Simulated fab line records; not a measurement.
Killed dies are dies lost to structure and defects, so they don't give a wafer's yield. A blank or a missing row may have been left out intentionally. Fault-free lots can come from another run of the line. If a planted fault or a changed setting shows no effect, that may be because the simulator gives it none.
Split-lot experiment || flow gf180mcu || 5 lots, 23 wafers read, on a route of 602 steps

== ABOUT THE SPLIT ==
At GF_V3_CMP_04 (polishes SiO2), the setting leave-above-ref-nm was moved away from the recipe's 632.5 nm on 10 of the 23 wafers read, by -6.2% to +4.9%. This setting was run at the recipe's value on the other wafers.

== FROM THE SPLIT TO THE READING: what the file shows between them, 4 steps ==
- GF_V3_PEB_12: peb time 90 s (also split here: peb-temp-c)
- GF_V3_DEVELOP_13: develop time 60 s
- GF_V3_CD_MEAS_14: target cd 260 nm
- GF_V3_ETCH_16: etches BARC in N2/H2

== THE READING ==
oes-product-au, in a.u., at GF_V3_ETCH_17 (etches SiO2 in C4F8/O2/Ar, stops on TiN, target depth 635 nm). Typical for fault-free wafers on this fab line: 0.856 a.u., with standard deviation 0.005 a.u.

{"wafer": "L079.2", "tool, chamber at the split": "cmp-02, 1", "leave-above-ref-nm as run, nm": 604.4, "against the recipe": "-4.4%", "oes-product-au, a.u.": 0.833, "against lot-mates on the recipe": -0.022}
{"wafer": "L079.3", "tool, chamber at the split": "cmp-02, 2", "leave-above-ref-nm as run, nm": 604.4, "against the recipe": "-4.4%", "oes-product-au, a.u.": 0.843, "against lot-mates on the recipe": -0.012}
{"wafer": "L079.4", "tool, chamber at the split": "cmp-02, 0", "leave-above-ref-nm as run, nm": 632.5, "against the recipe": "recipe", "oes-product-au, a.u.": 0.859, "against lot-mates on the recipe": "-"}
{"wafer": "L079.5", "tool, chamber at the split": "cmp-02, 3", "leave-above-ref-nm as run, nm": 632.5, "against the recipe": "recipe", "oes-product-au, a.u.": 0.860, "against lot-mates on the recipe": "-"}
{"wafer": "L079.6", "tool, chamber at the split": "cmp-02, 0", "leave-above-ref-nm as run, nm": 632.5, "against the recipe": "recipe", "oes-product-au, a.u.": 0.847, "against lot-mates on the recipe": "-"}
{"wafer": "L080.2", "tool, chamber at the split": "cmp-01, 3", "leave-above-ref-nm as run, nm": 632.5, "against the recipe": "recipe", "oes-product-au, a.u.": 0.863, "against lot-mates on the recipe": "-"}
{"wafer": "L080.5", "tool, chamber at the split": "cmp-01, 1", "leave-above-ref-nm as run, nm": 632.5, "against the recipe": "recipe", "oes-product-au, a.u.": 0.849, "against lot-mates on the recipe": "-"}
{"wafer": "L080.6", "tool, chamber at the split": "cmp-01, 0", "leave-above-ref-nm as run, nm": 632.5, "against the recipe": "recipe", "oes-product-au, a.u.": 0.860, "against lot-mates on the recipe": "-"}
{"wafer": "L081.1", "tool, chamber at the split": "cmp-01, 1", "leave-above-ref-nm as run, nm": 660.3, "against the recipe": "+4.4%", "oes-product-au, a.u.": 0.869, "against lot-mates on the recipe": "+0.012"}
{"wafer": "L081.2", "tool, chamber at the split": "cmp-01, 3", "leave-above-ref-nm as run, nm": 660.3, "against the recipe": "+4.4%", "oes-product-au, a.u.": 0.885, "against lot-mates on the recipe": "+0.028"}
{"wafer": "L081.3", "tool, chamber at the split": "cmp-01, 2", "leave-above-ref-nm as run, nm": 660.3, "against the recipe": "+4.4%", "oes-product-au, a.u.": 0.883, "against lot-mates on the recipe": "+0.026"}
{"wafer": "L081.4", "tool, chamber at the split": "cmp-01, 0", "leave-above-ref-nm as run, nm": 632.5, "against the recipe": "recipe", "oes-product-au, a.u.": 0.856, "against lot-mates on the recipe": "-"}
{"wafer": "L081.5", "tool, chamber at the split": "cmp-01, 1", "leave-above-ref-nm as run, nm": 632.5, "against the recipe": "recipe", "oes-product-au, a.u.": 0.858, "against lot-mates on the recipe": "-"}
{"wafer": "L082.1", "tool, chamber at the split": "cmp-01, 3", "leave-above-ref-nm as run, nm": 632.5, "against the recipe": "recipe", "oes-product-au, a.u.": 0.851, "against lot-mates on the recipe": "-"}
{"wafer": "L082.2", "tool, chamber at the split": "cmp-01, 1", "leave-above-ref-nm as run, nm": 663.8, "against the recipe": "+4.9%", "oes-product-au, a.u.": 0.873, "against lot-mates on the recipe": "+0.019"}
{"wafer": "L082.3", "tool, chamber at the split": "cmp-01, 2", "leave-above-ref-nm as run, nm": 663.8, "against the recipe": "+4.9%", "oes-product-au, a.u.": 0.884, "against lot-mates on the recipe": "+0.030"}
{"wafer": "L082.5", "tool, chamber at the split": "cmp-01, 3", "leave-above-ref-nm as run, nm": 663.8, "against the recipe": "+4.9%", "oes-product-au, a.u.": 0.879, "against lot-mates on the recipe": "+0.025"}
{"wafer": "L082.6", "tool, chamber at the split": "cmp-01, 2", "leave-above-ref-nm as run, nm": 632.5, "against the recipe": "recipe", "oes-product-au, a.u.": 0.857, "against lot-mates on the recipe": "-"}
{"wafer": "L084.1", "tool, chamber at the split": "cmp-01, 1", "leave-above-ref-nm as run, nm": 593.4, "against the recipe": "-6.2%", "oes-product-au, a.u.": 0.830, "against lot-mates on the recipe": -0.026}
{"wafer": "L084.2", "tool, chamber at the split": "cmp-01, 0", "leave-above-ref-nm as run, nm": 632.5, "against the recipe": "recipe", "oes-product-au, a.u.": 0.858, "against lot-mates on the recipe": "-"}
{"wafer": "L084.4", "tool, chamber at the split": "cmp-01, 2", "leave-above-ref-nm as run, nm": 593.4, "against the recipe": "-6.2%", "oes-product-au, a.u.": 0.837, "against lot-mates on the recipe": -0.019}
{"wafer": "L084.5", "tool, chamber at the split": "cmp-01, 1", "leave-above-ref-nm as run, nm": 632.5, "against the recipe": "recipe", "oes-product-au, a.u.": 0.851, "against lot-mates on the recipe": "-"}
{"wafer": "L084.6", "tool, chamber at the split": "cmp-01, 0", "leave-above-ref-nm as run, nm": 632.5, "against the recipe": "recipe", "oes-product-au, a.u.": 0.858, "against lot-mates on the recipe": "-"}

FIT RESULTS
A straight line over all 23 wafers: oes-product-au changes by +0.00433 a.u. for each +1% of leave-above-ref-nm; r = +0.94; the points scatter about the line by 0.0055 a.u.
The same after taking each lot's own level away (the mean of its wafers on the recipe; 23 wafers): +0.00435 a.u. for each +1%; r = +0.94; scatter 0.0054 a.u.
According to that fit, moving leave-above-ref-nm by its largest amount changes the reading by 0.027 a.u.
Measured against the standard deviation above, the lots' own levels, which go from 0.8540 to 0.8573 a.u., span 0.7 times it.
Consequently the slope shifts little with the lot-to-lot level, the two slopes agreeing.
Check: for one of the wafers moved furthest among these (-6.2%), held out of the fit, the line's prediction against its lot-mates is -0.0255 a.u. Against them it came out at -0.0257 a.u.
Tool readings at the split's step, against how far the setting was moved: time-to-endpoint-s r = -0.89.

== THESE WAFERS: OTHER SPLITS ==
Other splits were also applied to these wafers ahead of the reading. Each is held against what the fit with the lots' levels taken away leaves over:
{"other split on the same wafers": "GF_V3_PEB_12 peb-temp-c", "wafers away from the commonest value": 9, "r with oes-product-au (lot level and that fit taken away)": "+0.27"}

== THE WHOLE CHAIN: every reading that the file lists as answering this split, in the file's order ==
{"step": "GF_V3_CMP_04", "what it does": "polishes SiO2", "reading": "time-to-endpoint-s", "change (the file's fit)": "withheld for each +1% of the setting", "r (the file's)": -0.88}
{"step": "GF_V3_CMP_04", "what it does": "polishes SiO2", "reading": "SiO2_of_V3_CVD_02.thk-nm (the simulator's own value, which no gauge read)", "change (the file's fit)": "+6.24 nm for each +1% of the setting", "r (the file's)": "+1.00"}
{"step": "GF_V3_ETCH_17", "what it does": "etches SiO2 in C4F8/O2/Ar, stops on TiN, target depth 635 nm", "reading": "oes-product-au", "change (the file's fit)": "+0.0042 a.u. for each +1% of the setting", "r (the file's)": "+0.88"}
{"step": "GF_V3_ETCH_17", "what it does": "etches SiO2 in C4F8/O2/Ar, stops on TiN, target depth 635 nm", "reading": "V3.feature-depth-nm (the simulator's own value, which no gauge read)", "change (the file's fit)": "+6.24 nm for each +1% of the setting", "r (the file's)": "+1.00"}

== FILE'S OWN FIT ==
oes-product-au changes by +0.0042 a.u. for each +1% of leave-above-ref-nm, r = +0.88.
